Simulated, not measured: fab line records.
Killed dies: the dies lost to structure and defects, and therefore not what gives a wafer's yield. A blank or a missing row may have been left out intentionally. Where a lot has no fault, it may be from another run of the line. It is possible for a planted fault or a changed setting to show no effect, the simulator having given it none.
The tool behind it: which one? -- flow sky130 -- 35 wafers from 12 lots sampled at 6 of the route's 708 steps

== WHAT THE GAUGES SHOWED, per wafer ==
SKY_FIELD_ISO_CD_MEAS_13: the cd target is 150 nm. Usual: cdNm 149.7 nm, standard deviation 1.4.
lot,measured,on,cdNm (nm),flag
L601,day 2 04:32,cdSem-01,151.5 150.3 151.6,
L604,day 2 23:59,cdSem-02,148.5 149.4 147.2,
L608,day 3 19:46,cdSem-02,150.6 149.7 151.7,
L610,day 4 07:51,cdSem-02,152.1 151.2 150.1,
L613,day 4 19:25,cdSem-02,147.1 146.9,
L614,day 4 23:07,cdSem-01,150.3 150.0 150.1,
L616,day 5 13:01,cdSem-01,150.9 150.2 150.2,
L617,day 5 19:28,cdSem-01,150.8 151.1 150.5,
L618,day 5 22:46,cdSem-02,151.9 150.7 150.6,
L619,day 6 02:45,cdSem-01,149.9 149.8 149.0,
L620,day 6 08:33,cdSem-01,148.1 149.2 150.3,
L624,day 7 05:26,cdSem-01,147.2 147.5 149.4,

SKY_FIELD_ISO_THK_MEAS_25. Usual: FIELD_ISO_CVD_24_THK gives 595 nm (standard deviation 6.7).
lot,measured,on,FIELD_ISO_CVD_24_THK (nm),flag
L601,day 2 06:31,filmMetro-04,600 599 591,
L604,day 3 02:17,filmMetro-04,583 589 581,
L608,day 3 22:17,filmMetro-01,599 586 592,
L610,day 4 11:41,filmMetro-04,601 603 599,
L613,day 4 22:28,filmMetro-04,599 596,
L614,day 5 03:13,filmMetro-04,591 592 595,
L616,day 5 14:59,filmMetro-01,605 593 597,
L617,day 5 21:57,filmMetro-04,595 599 592,
L618,day 6 00:48,filmMetro-03,589 595 598,
L619,day 6 04:51,filmMetro-04,589 581 582,
L620,day 6 12:50,filmMetro-01,609 608 601,
L624,day 7 07:33,filmMetro-04,592 599 586,

SKY_SONOS_ONO_THK_MEAS_01. Usual: SONOS_ONO_OXIDATION_THK gives 2.62 nm (standard deviation 0.053).
lot,measured,on,SONOS_ONO_OXIDATION_THK (nm),flag
L601,day 11 03:25,filmMetro-01,2.60 2.58 2.62,
L604,day 12 15:57,filmMetro-01,2.54 2.58 2.57,
L608,day 13 19:51,filmMetro-04,2.60 2.70 2.64,
L610,day 15 07:06,filmMetro-01,2.59 2.57 2.66,
L613,day 15 18:20,filmMetro-03,2.62 2.60,
L614,day 15 18:22,filmMetro-03,2.63 2.57 2.64,
L616,day 16 10:40,filmMetro-04,2.60 2.65 2.59,
L617,day 16 20:11,filmMetro-01,2.69 2.67 2.67,
L618,day 17 01:34,filmMetro-04,2.66 2.66 2.72,
L619,day 17 05:59,filmMetro-01,2.52 2.53 2.57,
L620,day 18 01:16,filmMetro-04,2.62 2.57 2.61,
L624,day 19 02:08,filmMetro-03,2.60 2.61 2.58,

== TOOL THAT RAN EACH LOT (tool first, then ch and the chambers of the sampled wafers, then the start) ==
lot,SKY_FIELD_ISO_COAT_07,SKY_FIELD_ISO_ETCH_14,SKY_FIELD_ISO_STRIP_16
L601,"lithoTrack-04 ch 0, day 1 20:36","rieDiel-02 ch 0,1,2, day 2 04:38","plasmaAsher-01 ch 0,1, day 2 04:44"
L604,"lithoTrack-02 ch 0, day 2 15:16","rieDiel-02 ch 0,2,3, day 3 00:04","plasmaAsher-02 ch 0,1, day 3 00:12"
L608,"lithoTrack-01 ch 0, day 3 11:33","rieDiel-04 ch 0,1,2, day 3 19:51","plasmaAsher-02 ch 0,1, day 3 19:59"
L610,"lithoTrack-02 ch 0, day 3 22:43","rieDiel-01 ch 0,2,3, day 4 07:58","plasmaAsher-01 ch 0,1, day 4 08:04"
L613,"lithoTrack-02 ch 0, day 4 11:02","rieDiel-01 ch 0,1, day 4 19:29","plasmaAsher-02 ch 0,1, day 4 19:37"
L614,"lithoTrack-01 ch 0, day 4 14:36","rieDiel-04 ch 1,3, day 4 23:14","plasmaAsher-01 ch 0, day 4 23:20"
L616,"lithoTrack-04 ch 0, day 5 03:39","rieDiel-02 ch 0,2,3, day 5 13:07","plasmaAsher-01 ch 0,1, day 5 13:13"
L617,"lithoTrack-01 ch 0, day 5 09:25","rieDiel-01 ch 0,2,3, day 5 19:34","plasmaAsher-02 ch 0,1, day 5 19:40"
L618,"lithoTrack-04 ch 0, day 5 13:02","rieDiel-01 ch 1,3, day 5 22:53","plasmaAsher-02 ch 0,1, day 5 22:59"
L619,"lithoTrack-04 ch 0, day 5 17:29","rieDiel-02 ch 0,1,3, day 6 02:52","plasmaAsher-02 ch 0,1, day 6 02:58"
L620,"lithoTrack-04 ch 0, day 5 22:18","rieDiel-01 ch 0,1, day 6 08:39","plasmaAsher-02 ch 0,1, day 6 08:45"
L624,"lithoTrack-02 ch 0, day 6 19:29","rieDiel-02 ch 0,3, day 7 05:32","plasmaAsher-01 ch 0,1, day 7 05:38"
- SKY_FIELD_ISO_COAT_07: resist thk 60 nm.
- SKY_FIELD_ISO_ETCH_14: etches BARC in N2/H2, stops on SiO2, time 45.9 s, target depth 60 nm.
- SKY_FIELD_ISO_STRIP_16: strips in O2/N2.

== WHAT THE TOOLS THEMSELVES READ (means of the sampled wafers that have a number; where no wafer has one, the mark that the record gives instead) ==
SKY_FIELD_ISO_ETCH_14. Usual: drypumpMotorCurrentA 6.0 A, standard deviation 0.35; oesProductAu 0.854 a.u., standard deviation 0.0045; throttleValvePct 13.225 %, standard deviation 0.0092.
lot,tool,drypumpMotorCurrentA (A),oesProductAu (a.u.),throttleValvePct (%),flag
L601,rieDiel-02,6.1,0.855,13.224,
L604,rieDiel-02,6.2,0.854,13.218,
L608,rieDiel-04,5.4,0.857,13.226,
L610,rieDiel-01,5.9,0.869,13.233,OFF
L613,rieDiel-01,6.0,0.877,13.218,OFF
L614,rieDiel-04,5.7,0.856,13.230,
L616,rieDiel-02,6.2,0.854,13.230,
L617,rieDiel-01,6.0,0.858,13.227,
L618,rieDiel-01,6.1,0.852,13.224,
L619,rieDiel-02,6.3,0.846,13.231,
L620,rieDiel-01,5.9,0.855,13.223,
L624,rieDiel-02,6.5,0.860,13.217,

SKY_FIELD_ISO_STRIP_16. Usual: drypumpMotorCurrentA 5.8 A, standard deviation 0.44; oesProductAu 0.378 a.u., standard deviation 0.0046; stripTimeToEndpointS 3.540 s, standard deviation 0.029.
lot,tool,drypumpMotorCurrentA (A),oesProductAu (a.u.),stripTimeToEndpointS (s),flag
L601,plasmaAsher-01,5.6,0.377,3.551,
L604,plasmaAsher-02,5.9,0.377,3.544,
L608,plasmaAsher-02,5.9,0.377,3.526,
L610,plasmaAsher-01,5.9,0.374,3.568,
L613,plasmaAsher-02,5.9,0.380,3.582,
L614,plasmaAsher-01,5.2,0.380,3.557,
L616,plasmaAsher-01,5.6,0.375,3.524,
L617,plasmaAsher-02,5.9,0.378,3.572,
L618,plasmaAsher-02,5.9,0.378,3.512,
L619,plasmaAsher-02,5.9,0.380,3.516,
L620,plasmaAsher-02,5.9,0.380,3.473,
L624,plasmaAsher-01,5.9,0.377,3.548,

== THE ANSWER, worked out from the rows above alone ==
Rule: lot off if the mean of its wafers having a number is beyond 3 standard deviations from the usual mean. A lot without any number at a reading at which 4 lots or more have one is off too. All remaining lots with rows at the step are treated as sound. First the gauges in route order, then the tools' own readings, where a lot's mean is used as printed above. At the first step where some lot is off, the reading lying furthest off is the one used; lots without a number count as furthest.
Off, at SKY_FIELD_ISO_ETCH_14 on oesProductAu: L610, L613.
A tool fits if, at that step or a process step before it, it ran every lot that is off, and no sound lot after the first of them. Not one of the candidates tried fits.

== WHAT HAD BEEN PUT IN BY THE SIMULATOR ==
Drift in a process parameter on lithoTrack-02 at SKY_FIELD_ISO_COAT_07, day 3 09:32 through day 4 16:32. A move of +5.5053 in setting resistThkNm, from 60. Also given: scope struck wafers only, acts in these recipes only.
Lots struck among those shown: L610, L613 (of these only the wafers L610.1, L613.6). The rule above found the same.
